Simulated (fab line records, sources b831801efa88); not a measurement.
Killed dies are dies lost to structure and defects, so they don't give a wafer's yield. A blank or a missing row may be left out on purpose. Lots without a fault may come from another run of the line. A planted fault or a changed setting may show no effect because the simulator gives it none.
fab line records | flow sky130 | part 1 of 2: steps 1 to 29 of 38
record lots=5 wafers=15 last_day=50
route steps=708 shown SONOS_TUNNEL@154 SONOS_ONO@168 GATE_OXIDE@187
lots that met no fault: from a run of the same line without faults
start_h: hours from the record's first day to the start of the lot's first wafer shown | wait_h: hours since the lot's step before | " the same as in the row above | L1.1+2: a row that stands for several wafers | - no value, or no start given | * or withheld: withheld | < > ~ a bound
route shown NAME@n: a module of which the file shows steps, and the number in the route of the first | usual: mean/standard deviation of fault-free wafers | same: alike in all rows | chamber/n: place in a boat | sites: the reading at each site | _std_site: their standard deviation | _edge_site: outer sites' mean less inner sites' | radius_mm: how far each site lies from the wafer's centre | mask NAME#n: copy n | behind: the tool/chamber that last shaped the wafer | hold: why the lot was held/for how many hours/how that ended | device: the transistor (n, p or np) that didn't switch | end of line: the same wafers' tests at the end of the route | a step without rows: its recipe alone | killed: dies lost to structure and defects at the first sort, not the wafer's yield | map: a wafer's dies, x killed, . not, _ none there
set.NAME: the setting as run; set.NAME@STEP: as run at that earlier step | model.NAME: the simulator's own value behind a step, which no gauge read
lots at some steps of the route; a table a step, a row a wafer
services: from which hour (start_h, from the record's first day; less than 0 if before it) a tool's chamber was out of use, for how many hours, and why
## steps
# step SKY_SONOS_TUNNEL_DEHYDRATE_00
# recipe temp_c=200 time_s=60
# columns lot.wafer tool chamber start_h wait_h
L075.2+3+6 litho_track-03 0 247.68 10.8
L086.2+3+5 litho_track-03 0 334.73 12.0
L091.2+3+4 litho_track-03 0 366.23 12.8
L092.1+3+5 litho_track-04 0 378.36 13.6
L097.3+5+6 litho_track-01 0 414.14 14.2
# step SKY_SONOS_TUNNEL_HMDS_01
# recipe prime_time_s=60 prime_temp_c=120
# usual prime_temp_c=120.02/0.15
# columns lot.wafer tool chamber start_h wait_h prime_temp_c
L075.2 litho_track-03 0 247.83 0.1 119.98
L075.3 " 0 " " 119.84
L075.6 " 0 " " 120.04
L086.2 litho_track-03 0 334.88 0.1 120.03
L086.3 " 0 " " 119.61
L086.5 " 0 " " 119.83
L091.2 litho_track-03 0 366.38 0.1 119.89
L091.3 " 0 " " 120.14
L091.4 " 0 " " 120.26
L092.1 litho_track-04 0 378.51 0.1 120.42
L092.3 " 0 " " 120.13
L092.5 " 0 " " 120.00
L097.3 litho_track-01 0 414.29 0.1 119.98
L097.5 " 0 " " 119.98
L097.6 " 0 " " 120.08
# step SKY_SONOS_TUNNEL_COAT_02
# recipe resist=NOVOLAK spin_rpm=3000 resist_thk_nm=1140
# usual spin_speed_rpm=3000.1/2.2
# columns lot.wafer tool chamber start_h wait_h spin_speed_rpm
L075.2 litho_track-03 0 247.98 0.1 2999.7
L075.3 " 0 " " 3000.9
L075.6 " 0 " " 2997.0
L086.2 litho_track-03 0 335.03 0.1 3001.8
L086.3 " 0 " " 3001.4
L086.5 " 0 " " 2998.9
L091.2 litho_track-03 0 366.53 0.1 2996.4
L091.3 " 0 " " 2999.0
L091.4 " 0 " " 2997.3
L092.1 litho_track-04 0 378.66 0.1 3001.8
L092.3 " 0 " " 2998.6
L092.5 " 0 " " 2995.4
L097.3 litho_track-01 0 414.44 0.1 3000.4
L097.5 " 0 " " 2997.9
L097.6 " 0 " " 2998.5
# step SKY_SONOS_TUNNEL_SOFTBAKE_03
# recipe temp_c=90 time_s=60 resist=NOVOLAK
# columns lot.wafer tool chamber start_h wait_h
L075.2+3+6 litho_track-03 0 248.13 0.1
L086.2+3+5 litho_track-03 0 335.18 0.1
L091.2+3+4 litho_track-03 0 366.68 0.1
L092.1+3+5 litho_track-04 0 378.81 0.1
L097.3+5+6 litho_track-01 0 414.59 0.1
# step SKY_SONOS_TUNNEL_EXPOSE_04
# recipe mask_id=TUNM na=0.6 source_shape=conventional sigma_outer=0.6 polarization=unpolarized target_cd_nm=410 dose_mj=136
# columns lot.wafer tool chamber start_h wait_h mask
L075.2+3+6 iline_stepper-01 0 - - TUNM#0
L086.2+3+5 iline_stepper-01 0 - - TUNM#0
L091.2+3+4 iline_stepper-01 0 - - TUNM#0
L092.1+3+5 iline_stepper-02 0 - - TUNM#0
L097.3+5+6 iline_stepper-02 0 - - TUNM#0
# step SKY_SONOS_TUNNEL_PEB_05
# recipe temp_c=withheld time_s=* resist=NOVOLAK
# columns lot.wafer tool chamber start_h wait_h
L075.2+3+6 litho_track-03 0 - -
L086.2+3+5 litho_track-01 0 - -
L091.2+3+4 litho_track-01 0 - -
L092.1+3+5 litho_track-04 0 - -
L097.3+5+6 litho_track-01 0 - -
# step SKY_SONOS_TUNNEL_DEVELOP_06
# recipe resist=NOVOLAK developer=TMAH develop_time_s=60 dev_temp_c=23
# usual developer_temp_C=23.00/0.11
# columns lot.wafer tool chamber start_h wait_h developer_temp_C
L075.2 litho_track-03 0 260.03 0.1 23.20
L075.3 " 0 " " 23.09
L075.6 " 0 " " 23.07
L086.2 litho_track-01 0 348.27 0.1 23.14
L086.3 " 0 " " 23.05
L086.5 " 0 " " 22.98
L091.2 litho_track-01 0 380.52 0.1 23.07
L091.3 " 0 " " 22.77
L091.4 " 0 " " 23.08
L092.1 litho_track-04 0 393.16 0.1 22.92
L092.3 " 0 " " 22.97
L092.5 " 0 " " 23.18
L097.3 litho_track-01 0 429.39 0.1 23.05
L097.5 " 0 " " 23.07
L097.6 " 0 " " 23.03
# step SKY_SONOS_TUNNEL_CD_MEAS_07
# recipe target_cd_nm=410
# usual cd_nm=409.9/2.2
# columns lot.wafer tool chamber start_h wait_h cd_nm
L075.2 cd_sem-01 - 260.17 0.1 409.1
L075.3 " - " " 412.1
L075.6 " - " " 410.3
L086.2 cd_sem-02 - 348.41 0.1 410.2
L086.3 " - " " 407.6
L086.5 " - " " 410.8
L091.2 cd_sem-01 - 380.66 0.1 411.7
L091.3 " - " " 412.2
L091.4 " - " " 415.9
L092.1 cd_sem-02 - 393.31 0.1 410.9
L092.3 " - " " 409.2
L092.5 " - " " 409.1
L097.3 cd_sem-01 - 429.53 0.1 410.9
L097.5 " - " " 409.5
L097.6 " - " " 411.7
# step SKY_SONOS_TUNNEL_OVL_MEAS_08
# usual SONOS_TUNNEL_OVL=0.9/1.3
# columns lot.wafer tool chamber start_h wait_h SONOS_TUNNEL_OVL[nm]
L075.2 overlay-02 - 260.28 0.1 -0.9
L075.3 " - " " -0.1
L075.6 " - " " -0.4
L086.2 overlay-02 - 348.52 0.1 -1.0
L086.3 " - " " 0.4
L086.5 " - " " -0.1
L091.2 overlay-02 - 380.77 0.1 0.2
L091.3 " - " " 1.6
L091.4 " - " " 2.0
L092.1 overlay-02 - 393.43 0.1 1.2
L092.3 " - " " 0.1
L092.5 " - " " 0.5
L097.3 overlay-02 - 429.62 0.1 1.2
L097.5 " - " " 2.2
L097.6 " - " " 1.2
# step SKY_SONOS_TUNNEL_IMPLANT_09
# recipe species=B energy_kev=20 dose_cm2=1e+12 tilt_deg=withheld
# columns lot.wafer tool chamber start_h wait_h
L075.2+3+6 implanter-01 0 260.33 0.0
L086.2+3+5 implanter-03 0 348.57 0.0
L091.2+3+4 implanter-04 0 380.82 0.0
L092.1+3+5 implanter-01 0 393.47 0.0
L097.3+5+6 implanter-03 0 429.70 0.1
# step SKY_SONOS_TUNNEL_WET_ETCH_10
# recipe chemistry=dHF target_depth_nm=14 target=SiO2 dilution=100:1 temp_c=25 time_s=280
# usual temp_c=24.99/0.11
# columns lot.wafer tool chamber start_h wait_h temp_c
L075.2 wet_bench-03 3 260.48 0.1 25.06
L075.3 " 3 " " 25.08
L075.6 " 3 " " 24.96
L086.2 wet_bench-04 3 348.70 0.1 24.81
L086.3 " 3 " " 24.93
L086.5 " 3 " " 24.84
L091.2 wet_bench-03 3 380.95 0.1 24.96
L091.3 " 3 " " 24.94
L091.4 " 3 " " 25.04
L092.1 wet_bench-02 2 393.62 0.1 24.91
L092.3 " 2 " " 24.89
L092.5 " 2 " " 25.08
L097.3 wet_bench-04 2 429.80 0.1 24.94
L097.5 " 2 " " 24.87
L097.6 " 2 " " 24.91
# step SKY_SONOS_TUNNEL_STRIP_11
# recipe chemistry=SPM time_s=600 temp_c=130
# usual bath_guard_temp_C=130.2/0.47 temp_c=130.01/0.14
# columns lot.wafer tool chamber start_h wait_h bath_guard_temp_C temp_c
L075.2 wet_bench-03 0 260.56 0.0 130.1 129.95
L075.3 " 0 " " 130.2 130.21
L075.6 " 0 " " 130.0 129.88
L086.2 wet_bench-03 1 348.79 0.0 129.9 130.01
L086.3 " 1 " " 129.9 129.84
L086.5 " 1 " " 129.9 129.96
L091.2 wet_bench-02 2 381.03 0.0 130.5 129.88
L091.3 " 2 " " 130.8 130.08
L091.4 " 2 " " 130.3 130.09
L092.1 wet_bench-04 1 393.71 0.0 130.0 129.99
L092.3 " 1 " " 130.3 129.87
L092.5 " 1 " " 130.8 129.97
L097.3 wet_bench-02 1 429.88 0.0 129.4 130.13
L097.5 " 1 " " 128.8 130.00
L097.6 " 1 " " 129.1 130.16
# step SKY_SONOS_TUNNEL_TW_MEAS_12
# usual SONOS_TUNNEL_TW=198.5/1.1
# columns lot.wafer tool chamber start_h wait_h SONOS_TUNNEL_TW
L075.2 film_metro-03 - 260.75 0.0 198.6
L075.3 " - " " 198.4
L075.6 " - " " 197.8
L086.2 film_metro-02 - 348.98 0.0 199.5
L086.3 " - " " 199.7
L086.5 " - " " 201.3
L091.2 film_metro-03 - 381.22 0.0 198.5
L091.3 " - " " 198.9
L091.4 " - " " 200.1
L092.1 film_metro-03 - 393.88 0.0 198.8
L092.3 " - " " 198.8
L092.5 " - " " 199.5
L097.3 film_metro-04 - 430.09 0.0 195.7
L097.5 " - " " 196.9
L097.6 " - " " 197.3
# step SKY_SONOS_TUNNEL_CLEAN_13
# recipe chemistry=dHF time_s=20 dilution=100:1 dry=ipa_marangoni
# columns lot.wafer tool chamber start_h wait_h
L075.2+3+6 wet_bench-04 3 260.80 0.0
L086.2+3+5 wet_bench-02 2 349.03 0.0
L091.2+3+4 wet_bench-04 3 381.27 0.0
L092.1+3+5 wet_bench-02 3 393.94 0.1
L097.3+5+6 wet_bench-04 2 430.13 0.0
# step SKY_SONOS_ONO_OXIDATION_00
# recipe temp_c=800 ambient=O2 idle_temp_c=700 ramp_up_c_per_min=10 ramp_down_c_per_min=3 stabilise_s=600 purge_s=300 target_thk_a=26 ox_time_s=1249
# usual zone_power_top_pct=24.4/0.39
# columns lot.wafer tool chamber start_h wait_h zone_power_top_pct
L075.2 furnace-01 0 261.59 0.8 24.4
L075.3 " 0 " " 24.2
L075.6 " 0 " " 24.2
L086.2 furnace-01 0 349.08 0.0 24.3
L086.3 " 0 " " 24.1
L086.5 " 0 " " 24.2
L091.2 furnace-02 0 382.02 0.7 24.7
L091.3 " 0 " " 24.6
L091.4 " 0 " " 25.0
L092.1 furnace-01 0 393.96 0.0 23.8
L092.3 " 0 " " 24.6
L092.5 " 0 " " 24.1
L097.3 furnace-01 0 430.15 0.0 24.4
L097.5 " 0 " " 24.0
L097.6 " 0 " " 23.9
# step SKY_SONOS_ONO_THK_MEAS_01
# recipe reads=SiO2_of_SONOS_ONO_OXIDATION_00
# usual SONOS_ONO_OXIDATION_THK=2.59/0.056
# columns lot.wafer tool chamber start_h wait_h SONOS_ONO_OXIDATION_THK[nm]
L075.2 film_metro-01 - 262.95 0.0 2.61
L075.3 " - " " 2.59
L075.6 " - " " 2.61
L086.2 film_metro-04 - 350.44 0.0 2.51
L086.3 " - " " 2.64
L086.5 " - " " 2.59
L091.2 film_metro-03 - 383.38 0.0 2.55
L091.3 " - " " 2.56
L091.4 " - " " 2.52
L092.1 film_metro-04 - 395.30 0.0 2.52
L092.3 " - " " 2.61
L092.5 " - " " 2.62
L097.3 film_metro-01 - 431.52 0.0 2.60
L097.5 " - " " 2.54
L097.6 " - " " 2.57
# step SKY_SONOS_ONO_CVD_02
# recipe material=Si3N4 precursor=DCS/NH3 target_thk_nm=10.5 temp_c=770 time_s=180 pressure_mtorr=250
# usual susceptor_temp_C=769.95/0.3 zone_power_top_pct=25.4/2.5
# columns lot.wafer tool chamber start_h wait_h susceptor_temp_C zone_power_top_pct
L075.2 lpcvd-02 0 264.73 1.8 770.22 23.0
L075.3 " 0 " " 770.61 23.2
L075.6 " 0 " " 770.27 23.4
L086.2 lpcvd-02 1 353.47 3.0 769.85 28.1
L086.3 " 1 " " 770.27 29.3
L086.5 " 1 " " 770.31 28.3
L091.2 lpcvd-02 0 384.57 1.2 770.24 23.3
L091.3 " 0 " " 769.71 22.7
L091.4 " 0 " " 770.17 23.5
L092.1 lpcvd-02 0 395.36 0.1 769.92 23.4
L092.3 " 0 " " 770.34 23.1
L092.5 " 0 " " 770.22 23.1
L097.3 lpcvd-02 0 433.96 2.4 769.54 23.1
L097.5 " 0 " " 769.61 23.0
L097.6 " 0 " " 769.49 23.9
# step SKY_SONOS_ONO_THK_MEAS_03
# recipe reads=Si3N4_of_SONOS_ONO_CVD_02
# usual SONOS_ONO_CVD_02_THK=10.54/0.14
# columns lot.wafer tool chamber start_h wait_h SONOS_ONO_CVD_02_THK[nm]
L075.2 film_metro-03 - 265.85 0.1 10.52
L075.3 " - " " 10.48
L075.6 " - " " 10.62
L086.2 film_metro-03 - 354.53 0.0 10.56
L086.3 " - " " 10.57
L086.5 " - " " 10.59
L091.2 film_metro-04 - 385.63 0.0 10.47
L091.3 " - " " 10.50
L091.4 " - " " 10.53
L092.1 film_metro-04 - 396.41 0.0 10.34
L092.3 " - " " 10.40
L092.5 " - " " 10.35
L097.3 film_metro-03 - 435.03 0.0 10.56
L097.5 " - " " 10.49
L097.6 " - " " 10.56
# step SKY_SONOS_ONO_CVD_04
# recipe material=SiO2 precursor=SiH4/N2O target_thk_nm=5.7199 temp_c=900 pressure_mtorr=400
# usual susceptor_temp_C=900.0/0.41 zone_power_top_pct=31.4/2.8
# columns lot.wafer tool chamber start_h wait_h susceptor_temp_C zone_power_top_pct
L075.2 lpcvd-03 1 267.09 1.2 900.2 35.2
L075.3 " 1 " " 899.5 35.8
L075.6 " 1 " " 899.5 35.7
L086.2 lpcvd-03 0 354.58 0.0 899.9 29.7
L086.3 " 0 " " 899.9 29.5
L086.5 " 0 " " 899.4 29.4
L091.2 lpcvd-03 1 385.68 0.0 900.4 35.5
L091.3 " 1 " " 900.2 35.1
L091.4 " 1 " " 899.8 35.9
L092.1 lpcvd-03 0 396.47 0.1 899.8 29.1
L092.3 " 0 " " 900.3 29.4
L092.5 " 0 " " 899.8 29.6
L097.3 lpcvd-03 0 435.07 0.0 899.5 29.2
L097.5 " 0 " " 899.9 28.7
L097.6 " 0 " " 900.3 29.5
# step SKY_SONOS_ONO_THK_MEAS_05
# recipe reads=SiO2_of_SONOS_ONO_CVD_04
# usual SONOS_ONO_CVD_04_THK=5.68/0.13
# columns lot.wafer tool chamber start_h wait_h SONOS_ONO_CVD_04_THK[nm]
L075.2 film_metro-04 - 268.35 0.0 5.81
L075.3 " - " " 5.89
L075.6 " - " " 5.79
L086.2 film_metro-04 - 355.84 0.0 5.65
L086.3 " - " " 5.74
L086.5 " - " " 5.64
L091.2 film_metro-03 - 386.94 0.0 5.81
L091.3 " - " " 5.77
L091.4 " - " " 5.79
L092.1 film_metro-01 - 397.72 0.0 5.70
L092.3 " - " " 5.62
L092.5 " - " " 5.71
L097.3 film_metro-04 - 436.34 0.0 5.60
L097.5 " - " " 5.48
L097.6 " - " " 5.56
# step SKY_SONOS_ONO_DEHYDRATE_06
# recipe temp_c=200 time_s=60
# columns lot.wafer tool chamber start_h wait_h
L075.2+3+6 litho_track-02 0 279.21 10.8
L086.2+3+5 litho_track-01 0 369.12 13.3
L091.2+3+4 litho_track-01 0 400.42 13.5
L092.1+3+5 litho_track-02 0 411.08 13.3
L097.3+5+6 litho_track-03 0 451.20 14.9
# step SKY_SONOS_ONO_HMDS_07
# recipe prime_time_s=60 prime_temp_c=120
# usual prime_temp_c=120.00/0.14
# columns lot.wafer tool chamber start_h wait_h prime_temp_c
L075.2 litho_track-02 0 279.36 0.1 120.31
L075.3 " 0 " " 120.04
L075.6 " 0 " " 120.24
L086.2 litho_track-01 0 369.27 0.1 120.02
L086.3 " 0 " " 120.08
L086.5 " 0 " " 120.02
L091.2 litho_track-01 0 400.57 0.1 120.13
L091.3 " 0 " " 120.00
L091.4 " 0 " " 120.02
L092.1 litho_track-02 0 411.23 0.1 120.00
L092.3 " 0 " " 120.11
L092.5 " 0 " " 119.90
L097.3 litho_track-03 0 451.35 0.1 119.81
L097.5 " 0 " " 119.92
L097.6 " 0 " " 120.07
# step SKY_SONOS_ONO_COAT_08
# recipe resist=NOVOLAK spin_rpm=3000 resist_thk_nm=1140
# usual spin_speed_rpm=2999.9/2.2
# columns lot.wafer tool chamber start_h wait_h spin_speed_rpm
L075.2 litho_track-02 0 279.51 0.1 3001.3
L075.3 " 0 " " 2997.6
L075.6 " 0 " " 2996.6
L086.2 litho_track-01 0 369.42 0.1 2998.5
L086.3 " 0 " " 2999.9
L086.5 " 0 " " 3004.2
L091.2 litho_track-01 0 400.72 0.1 2998.4
L091.3 " 0 " " 3000.2
L091.4 " 0 " " 2996.0
L092.1 litho_track-02 0 411.38 0.1 3002.7
L092.3 " 0 " " 2996.6
L092.5 " 0 " " 3000.6
L097.3 litho_track-03 0 451.50 0.1 3001.9
L097.5 " 0 " " 3000.0
L097.6 " 0 " " 3001.9
# step SKY_SONOS_ONO_SOFTBAKE_09
# recipe temp_c=90 time_s=60 resist=NOVOLAK
# columns lot.wafer tool chamber start_h wait_h
L075.2+3+6 litho_track-02 0 279.66 0.1
L086.2+3+5 litho_track-01 0 369.57 0.1
L091.2+3+4 litho_track-01 0 400.87 0.1
L092.1+3+5 litho_track-02 0 411.53 0.1
L097.3+5+6 litho_track-03 0 451.65 0.1
# step SKY_SONOS_ONO_EXPOSE_10
# recipe mask_id=ONOM target_cd_nm=410 na=0.6 source_shape=conventional sigma_outer=0.6 dose_mj=150
# columns lot.wafer tool chamber start_h wait_h mask
L075.2+3+6 iline_stepper-02 0 - - ONOM#0
L086.2+3+5 iline_stepper-01 0 - - ONOM#0
L091.2+3+4 iline_stepper-01 0 - - ONOM#0
L092.1+3+5 iline_stepper-01 0 - - ONOM#0
L097.3+5+6 iline_stepper-01 0 - - ONOM#0
# step SKY_SONOS_ONO_PEB_11
# recipe temp_c=withheld time_s=* resist=NOVOLAK
# columns lot.wafer tool chamber start_h wait_h
L075.2+3+6 litho_track-03 0 - -
L086.2+3+5 litho_track-02 0 - -
L091.2+3+4 litho_track-03 0 - -
L092.1+3+5 litho_track-02 0 - -
L097.3+5+6 litho_track-01 0 - -
# step SKY_SONOS_ONO_DEVELOP_12
# recipe develop_time_s=60 dev_temp_c=23
# usual developer_temp_C=22.97/0.09
# columns lot.wafer tool chamber start_h wait_h developer_temp_C
L075.2 litho_track-03 0 291.28 0.1 22.77
L075.3 " 0 " " 22.92
L075.6 " 0 " " 23.06
L086.2 litho_track-02 0 384.11 0.1 23.04
L086.3 " 0 " " 22.90
L086.5 " 0 " " 22.81
L091.2 litho_track-03 0 415.37 0.1 22.99
L091.3 " 0 " " 22.92
L091.4 " 0 " " 22.78
L092.1 litho_track-02 0 426.68 0.1 23.01
L092.3 " 0 " " 23.03
L092.5 " 0 " " 22.98
L097.3 litho_track-01 0 467.44 0.1 22.93
L097.5 " 0 " " 22.96
L097.6 " 0 " " 22.90
# step SKY_SONOS_ONO_CD_MEAS_13
# recipe target_cd_nm=410
# usual cd_nm=410.3/1.9
# columns lot.wafer tool chamber start_h wait_h cd_nm
L075.2 cd_sem-02 - 291.42 0.1 413.4
L075.3 " - " " 412.0
L075.6 " - " " 413.6
L086.2 cd_sem-02 - 384.52 0.4 410.9
L086.3 " - " " 411.1
L086.5 " - " " 411.0
L091.2 cd_sem-02 - 415.52 0.1 408.4
L091.3 " - " " 408.3
L091.4 " - " " 409.9
L092.1 cd_sem-02 - 426.83 0.1 410.6
L092.3 " - " " 410.1
L092.5 " - " " 409.0
L097.3 cd_sem-02 - 467.58 0.1 410.3
L097.5 " - " " 409.9
L097.6 " - " " 410.5
# step SKY_SONOS_ONO_OVL_MEAS_14
# usual SONOS_ONO_OVL=-0.1/1.4
# columns lot.wafer tool chamber start_h wait_h SONOS_ONO_OVL[nm]
L075.2 overlay-01 - 291.53 0.1 1.0
L075.3 " - " " 0.2
L075.6 " - " " 0.4
L086.2 overlay-01 - 384.63 0.1 1.5
L086.3 " - " " 1.1
L086.5 " - " " 1.9
L091.2 overlay-01 - 415.63 0.1 -0.1
L091.3 " - " " 0.7
L091.4 " - " " 1.4
L092.1 overlay-02 - 426.95 0.1 -0.3
L092.3 " - " " -0.5
L092.5 " - " " 0.5
L097.3 overlay-02 - 467.67 0.1 0.6
L097.5 " - " " 1.4
L097.6 " - " " 1.6
